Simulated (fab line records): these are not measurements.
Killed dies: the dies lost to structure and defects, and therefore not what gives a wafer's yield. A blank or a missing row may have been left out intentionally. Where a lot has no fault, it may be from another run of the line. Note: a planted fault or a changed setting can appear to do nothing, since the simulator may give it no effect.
Matching of chambers + flow gf180mcu + cmp-01 running GF_V4_CMP_04: 4 sister chambers
The step polishes SiO2. 4 wafers are shown with their chamber, then 8 later ones without.

EACH WAFER AND ITS CHAMBER
| wafer  | chamber | motor current A (A) |
|--------|---------|---------------------|
| L101.4 | 0       | 12.7                |
| L102.1 | 2       | 12.7                |
| L102.4 | 3       | 10.9                |
| L105.3 | 1       | 11.8                |

WAFERS WITH NO CHAMBER GIVEN
| wafer  | motor current A (A) |
|--------|---------------------|
| L105.4 | 12.5                |
| L105.6 | 12.0                |
| L108.1 | 12.6                |
| L108.2 | 10.3                |
| L108.6 | 11.7                |
| L111.2 | 12.0                |
| L111.4 | 11.5                |
| L111.5 | 12.7                |

THE CHAMBER EACH PASSED THROUGH
| wafer  | from the rows above          | in truth |
|--------|------------------------------|----------|
| L105.4 | can't be placed: 0 or 2 or 1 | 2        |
| L105.6 | can't be placed: 1 or 0 or 2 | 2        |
| L108.1 | can't be placed: 0 or 2      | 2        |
| L108.2 | 3                            | 3        |
| L108.6 | 1                            | 1        |
| L111.2 | can't be placed: 1 or 0 or 2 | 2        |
| L111.4 | can't be placed: 1 or 3      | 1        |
| L111.5 | can't be placed: 0 or 2      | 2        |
Placed correctly: 2 of 8. Not placeable from these rows: 6 (in 6, the candidates include the true chamber). Placed wrongly: 0.
How it was worked out, from the rows above alone: a wafer's distance from a chamber is the root of the sum, over the readings, of the square of ((its reading less the chamber's mean) divided by the reading's scatter). If the next closest chamber is less than 2 further off than the closest, the wafer can't be placed; otherwise it belongs to the closest. The mean given for a chamber averages the wafers shown for that chamber. The scatter (one wafer shown for each chamber): square how far every hidden wafer sits from the nearest shown wafer, average those squares and take the square root.
